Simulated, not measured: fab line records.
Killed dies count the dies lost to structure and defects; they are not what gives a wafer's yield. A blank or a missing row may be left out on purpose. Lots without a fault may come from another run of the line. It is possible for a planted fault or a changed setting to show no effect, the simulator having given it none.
2 desks looking at one fault || flow gf180mcu || every desk sees just its own numbers, and what lay behind them comes last

TOOL OWNER'S DESK, rie diel-04
The tool's own readings at GF_V1_ETCH_17 (etches SiO2 in C4F8/O2/Ar, stops on TiN, target depth 630 nm): means of the sampled wafers that have a number, for each lot that ran on this tool. Any lot whose mean is over 4 standard deviations away from the usual mean is out of limits and marked OUT; that distance is given in the brackets.
Columns: A = bias w at GF_V1_ETCH_17, usual 1201 W; B = oes product au at GF_V1_ETCH_17, usual 0.857 a.u.
{"lot": "L822", "first seen here": "day 18 16:00", "A": 1201, "B": 0.857}
{"lot": "L826", "first seen here": "day 20 17:00", "A": 1203, "B": 0.864}
{"lot": "L827", "first seen here": "day 21 04:00", "A": 1202, "B": 0.857}
{"lot": "L829", "first seen here": "day 21 15:00", "A": 1211, "B": 0.855}
{"lot": "L831", "first seen here": "day 22 15:00", "A": 1210, "B": 0.861}
{"lot": "L841", "first seen here": "day 25 16:00", "A": 1198, "B": 0.856}
{"lot": "L842", "first seen here": "day 25 23:00", "A": 1202, "B": 0.853}
Finding of this desk: none of the 7 lots has anything out of limits.

FROM THE METROLOGY DESK
Lot by lot, what the gauges showed, no matter which tool ran the lot: averages of those sampled wafers that carry a number. Any lot whose mean is over 4 standard deviations away from the usual mean is out of limits and marked OUT; that distance is given in the brackets.
Columns: A = CONTACT_BOW at GF_CONTACT_BOW_MEAS_05, usual 65 um; B = M2_ALCU_THK at GF_M2_THK_MEAS_06, usual 448 nm; C = cd nm at GF_M2_CD_MEAS_14, usual 279.8 nm
{"lot": "L820", "first seen here": "day 15 10:19", "A": 74, "B": 442, "C": 279.0}
{"lot": "L821", "first seen here": "day 15 15:06", "A": 64, "B": 453, "C": 279.4}
{"lot": "L822", "first seen here": "day 15 17:56", "A": 65, "B": 457, "C": 279.5}
{"lot": "L823", "first seen here": "day 16 01:14", "A": 62, "B": 448, "C": 279.8}
{"lot": "L825", "first seen here": "day 16 22:15", "A": 67, "B": 451, "C": 280.7}
{"lot": "L826", "first seen here": "day 17 14:38", "A": 63, "B": 447, "C": 280.1}
{"lot": "L827", "first seen here": "day 18 00:35", "A": 69, "B": 440, "C": 278.3}
{"lot": "L829", "first seen here": "day 18 12:16", "A": 65, "B": 455, "C": 279.5}
{"lot": "L831", "first seen here": "day 19 12:44", "A": 67, "B": 450, "C": 278.9}
{"lot": "L838", "first seen here": "day 21 17:49", "A": 64, "B": 448, "C": 281.4}
{"lot": "L839", "first seen here": "day 22 05:24", "A": 67, "B": 448, "C": 278.6}
{"lot": "L841", "first seen here": "day 22 20:34", "A": 61, "B": 448, "C": 281.5}
{"lot": "L842", "first seen here": "day 23 03:34", "A": 62, "B": 448, "C": 280.7}
{"lot": "L843", "first seen here": "day 23 04:43", "A": 61, "B": 444, "C": 278.1}
Finding of this desk: none of the 14 lots has anything out of limits.

PUT TOGETHER
The desk of the tool owner found nothing out of limits.
Nothing out of limits was seen by the metrology desk.

WHAT HAD BEEN PUT IN BY THE SIMULATOR
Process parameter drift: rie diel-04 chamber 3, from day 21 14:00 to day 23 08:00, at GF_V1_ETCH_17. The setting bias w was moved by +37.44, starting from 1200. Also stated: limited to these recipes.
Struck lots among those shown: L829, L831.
